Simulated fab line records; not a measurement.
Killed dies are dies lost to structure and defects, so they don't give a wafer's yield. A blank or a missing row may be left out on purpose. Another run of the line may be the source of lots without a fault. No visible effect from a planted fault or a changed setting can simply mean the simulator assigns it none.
Struck lot and sound lot, side by side + flow sky130 + 19 steps out of a route of 708
Sound: the wafers L229.1, L229.3, L229.4. Struck: wafer L242.6. (L242.4 of the same lot was not struck and is left out.) The cause comes at the end.
Order at every step that has rows: each side's tool, ch and its chambers, its first start. Under that, the readings that differ: sound wafers + struck wafers + difference of the means + sigmas: that difference in standard deviations of wafers without a fault.
alike: readings with means less than 2 such deviations apart, plus words and numbers identical on both sides. not compared: withheld readings, readings lacking a value on some wafer, bounds such as >300 that could conceal the same value, and numbers that have no deviation in the record and whose values overlap.
The two part at a step that has a row with sigmas, a row that says differs or no value, or rows on one side only. Non-overlapping numbers with no deviation appear without sigmas and do not part them. A reading that every wafer of one side lacks parts them only if that side has two wafers or more.

SKY_LI_CONTACT_THK_MEAS_23: measures by xrf.
  struck on film_metro-02, day 34 14:04; sound on film_metro-03, day 30 16:05
  alike: LI_CONTACT_W_THK
SKY_LI_CONTACT_CMP_24: polishes, stops on PSG, t overpolish 20 s, target thk 0 nm.
  sound on cmp-01 ch 1,2,3, day 30 16:09; struck on cmp-01 ch 1, day 34 14:15
  alike: motor_current_A, overpolish_run_s, time_to_endpoint_s
SKY_LOCAL_INTERCONNECT_SPUTTER_00: material TiN, target thk 100 nm, time 83.3 s.
  struck on pvd_sputter-01, day 34 14:24; sound on pvd_sputter-02, day 30 16:27
  alike: throttle_valve_pct
SKY_LOCAL_INTERCONNECT_RS_MEAS_01: measurement is done with a four-point probe.
  struck on film_metro-03, day 34 14:31; sound on film_metro-03, day 30 16:31
| reading                            | sound             | struck | difference | sigmas |
|------------------------------------|-------------------|--------|------------|--------|
| LOCAL_INTERCONNECT_TIN_RS (ohm/sq) | 14.32 14.23 14.35 | 14.04  | -0.26      | -2     |
SKY_LOCAL_INTERCONNECT_THK_MEAS_02: measures by xrf.
  struck on film_metro-03, day 34 14:37; sound on film_metro-03, day 30 16:38
| reading                         | sound          | struck | difference | sigmas |
|---------------------------------|----------------|--------|------------|--------|
| LOCAL_INTERCONNECT_TIN_THK (nm) | 98.2 99.4 98.5 | 101.0  | +2.3       | +2     |
then, 7 steps without rows for these wafers: SKY_LOCAL_INTERCONNECT_DEHYDRATE_03 (time 60 s); SKY_LOCAL_INTERCONNECT_HMDS_04 (prime time 60 s); SKY_LOCAL_INTERCONNECT_COAT_05 (resist thk 60 nm); SKY_LOCAL_INTERCONNECT_COAT_06 (resist thk 450 nm); SKY_LOCAL_INTERCONNECT_SOFTBAKE_07 (time 90 s); SKY_LOCAL_INTERCONNECT_EXPOSE_08 (exposes mask LI1M, target cd 170 nm); SKY_LOCAL_INTERCONNECT_PEB_09.
SKY_LOCAL_INTERCONNECT_DEVELOP_10: develop time 60 s.
  sound on litho_track-04 ch 0, day 31 20:00; struck on litho_track-01 ch 0, day 35 16:00
  alike: chill_plate_temp_C
SKY_LOCAL_INTERCONNECT_CD_MEAS_11: the cd target is 170 nm.
  struck on cd_sem-02, day 35 16:58; sound on cd_sem-02, day 31 20:29
  alike: cd_nm
SKY_LOCAL_INTERCONNECT_OVL_MEAS_12:
  struck on overlay-02, day 35 17:03; sound on overlay-01, day 31 20:36
  alike: LOCAL_INTERCONNECT_OVL
SKY_LOCAL_INTERCONNECT_ETCH_13: etches BARC in N2/H2, stops on SiO2, time 45.9 s, target depth 60 nm.
  sound on rie_metal-04 ch 0,1, day 31 20:38; struck on rie_metal-04 ch 0, day 35 17:05
| reading                             | sound           | struck | difference | sigmas |
|-------------------------------------|-----------------|--------|------------|--------|
| model.LOCAL_INTERCONNECT.cd_nm (nm) | 170.8 171.6 171 | 172.8  | +1.7       |        |
  alike: drypump_motor_current_A, n2_flow_sccm, oes_product_au, throttle_valve_pct
  not compared: rf_hours_counter_h
SKY_LOCAL_INTERCONNECT_METAL_ETCH_14: etches TiN in Cl2/BCl3, stops on PSG, target depth 110 nm, time 31.4 s.
  sound on rie_metal-04 ch 0,1, day 31 20:42; struck on rie_metal-04 ch 0, day 35 17:09
| reading                             | sound             | struck | difference | sigmas |
|-------------------------------------|-------------------|--------|------------|--------|
| model.LOCAL_INTERCONNECT.cd_nm (nm) | 169.4 170.4 171.2 | 173.1  | +2.8       |        |
  alike: bcl3_flow_sccm, drypump_motor_current_A, oes_product_au, throttle_valve_pct
  not compared: rf_hours_counter_h
SKY_LOCAL_INTERCONNECT_STRIP_15: strips in O2/N2.
  sound on plasma_asher-04 ch 0,1, day 31 20:45; struck on plasma_asher-04 ch 1, day 35 17:13
  alike: drypump_motor_current_A, n2_flow_sccm, oes_product_au, strip_time_to_endpoint_s
  not compared: rf_hours_counter_h
-- record jumps: 14 days separate the struck wafers' starts on either side; left off in module LOCAL_INTERCONNECT, taken up again in module PAD_OPEN, whose first shown step is the route's number 708 --
SKY_PAD_OPEN_PROBE_99:
  struck on prober-02, day 49 18:47; sound on prober-01, day 46 22:08
| reading                        | sound             | struck | difference | sigmas |
|--------------------------------|-------------------|--------|------------|--------|
| model.etest.res_li.line_ohm_um | 76.02 75.48 75.26 | 73.39  | -2.20      |        |
  alike: killed_at_M0_to_M3, killed_at_M4_up, killed_at_contacts, killed_at_front_end, killed_at_other, killed_dies, killed_open, killed_short

## WHERE THEY PART
Earliest at SKY_LOCAL_INTERCONNECT_RS_MEAS_01; latest, in this record, at SKY_LOCAL_INTERCONNECT_THK_MEAS_02. Later steps at which nothing parts them and some readings are alike: SKY_LOCAL_INTERCONNECT_DEVELOP_10, SKY_LOCAL_INTERCONNECT_CD_MEAS_11, SKY_LOCAL_INTERCONNECT_OVL_MEAS_12, SKY_LOCAL_INTERCONNECT_ETCH_13, SKY_LOCAL_INTERCONNECT_METAL_ETCH_14, SKY_LOCAL_INTERCONNECT_STRIP_15, SKY_PAD_OPEN_PROBE_99.

WHY: the cause the simulator had injected
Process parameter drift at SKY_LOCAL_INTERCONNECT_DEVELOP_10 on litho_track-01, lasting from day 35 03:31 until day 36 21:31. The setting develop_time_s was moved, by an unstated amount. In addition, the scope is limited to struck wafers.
